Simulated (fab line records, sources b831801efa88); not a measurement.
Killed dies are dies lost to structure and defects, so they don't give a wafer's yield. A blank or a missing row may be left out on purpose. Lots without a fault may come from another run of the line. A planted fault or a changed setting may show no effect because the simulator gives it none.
One fault seen from 2 desks | flow gf180mcu | each desk has only its own numbers; what lay behind them comes last

THE TOOL OWNER'S DESK: implanter-02
The tool's own readings at GF_MVSD_IMPLANT_08: means of the sampled wafers that have a number, for each lot that ran on this tool. A lot is out of limits, marked OUT, if its mean lies more than 4 standard deviations from the usual mean; the brackets give that distance.
Columns: A = beam_energy_keV at GF_MVSD_IMPLANT_08, usual 400.00; B = dose_ions_cm2 at GF_MVSD_IMPLANT_08, usual 1.5997e+13; C = faraday_current_uA at GF_MVSD_IMPLANT_08, usual 90.5
lot  | first seen here | A      | B                            | C
L830 | day 6 09:21     | 400.02 | 1.8201e+13 (+99 or more) OUT | 102.0 (+5.8) OUT
L831 | day 6 15:38     | 399.90 | 1.8225e+13 (+99 or more) OUT | 103.5 (+6.5) OUT
This desk's finding: out of limits on L830, L831; first on L830, day 6 09:21 (dose_ions_cm2 at GF_MVSD_IMPLANT_08). In limits: none.

THE METROLOGY DESK
What the gauges read, lot by lot, whatever tool the lot ran on: means of the sampled wafers that have a number. A lot is out of limits, marked OUT, if its mean lies more than 4 standard deviations from the usual mean; the brackets give that distance.
Columns: A = MVSD_TW at GF_MVSD_TW_MEAS_11, usual 1569; B = MVSD_RS at GF_VT_IMPLANT_RS_MEAS_46, usual 456.8 ohm/sq; C = V1_OVL at GF_V1_OVL_MEAS_15, usual 0 nm; D = V1_W_THK at GF_V1_THK_MEAS_25, usual 337 nm
lot  | first seen here | A               | B               | C  | D
L822 | day 4 11:18     | 1574            | 458.0           | 7  | 336
L823 | day 4 17:25     | 1591            | 456.2           | -0 | 339
L824 | day 4 21:53     | 1597            | 455.8           | 0  | 338
L830 | day 6 09:44     | 1608            | 427.3 (-25) OUT | 4  | 337
L831 | day 6 16:02     | 1642 (+4.3) OUT | 426.4 (-25) OUT | 7  | 335
L834 | day 7 09:12     | 1581            | 456.9           | 2  | 334
L837 | day 8 05:30     | 1589            | 457.8           | -4 | 334
L838 | day 8 09:08     | 1571            | 456.5           | -1 | 339
L839 | day 8 15:56     | 1543            | 456.3           | 4  | 336
L841 | day 9 02:26     | 1561            | 456.5           | 3  | 339
L842 | day 9 09:46     | 1568            | 457.5           | -3 | 333
L843 | day 9 14:38     | 1555            | 458.5           | -1 | 341
L844 | day 9 19:27     | 1560            | 456.4           | -4 | 337
This desk's finding: out of limits on L830, L831; first on L831, day 6 16:02 (MVSD_TW at GF_MVSD_TW_MEAS_11). In limits: L822, L823, L824, L834, L837, L838, L839, L841, L842, L843, L844.

PUT TOGETHER
The tool owner's desk could have raised an alarm at day 6 09:21, on L830, L831.
The metrology desk could have raised an alarm at day 6 16:02, on L830, L831.
Of the lots named, all ran GF_MVSD_IMPLANT_08 on implanter-02.

WHAT THE SIMULATOR HAD PUT IN
Process parameter drift: implanter-02, from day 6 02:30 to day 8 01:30, at GF_MVSD_IMPLANT_08. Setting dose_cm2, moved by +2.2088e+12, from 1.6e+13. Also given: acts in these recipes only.
Lots struck among those shown: L830, L831.
Hours from the fault's start to each desk's first reading out of limits: the tool owner's desk, 7; the metrology desk, 14.
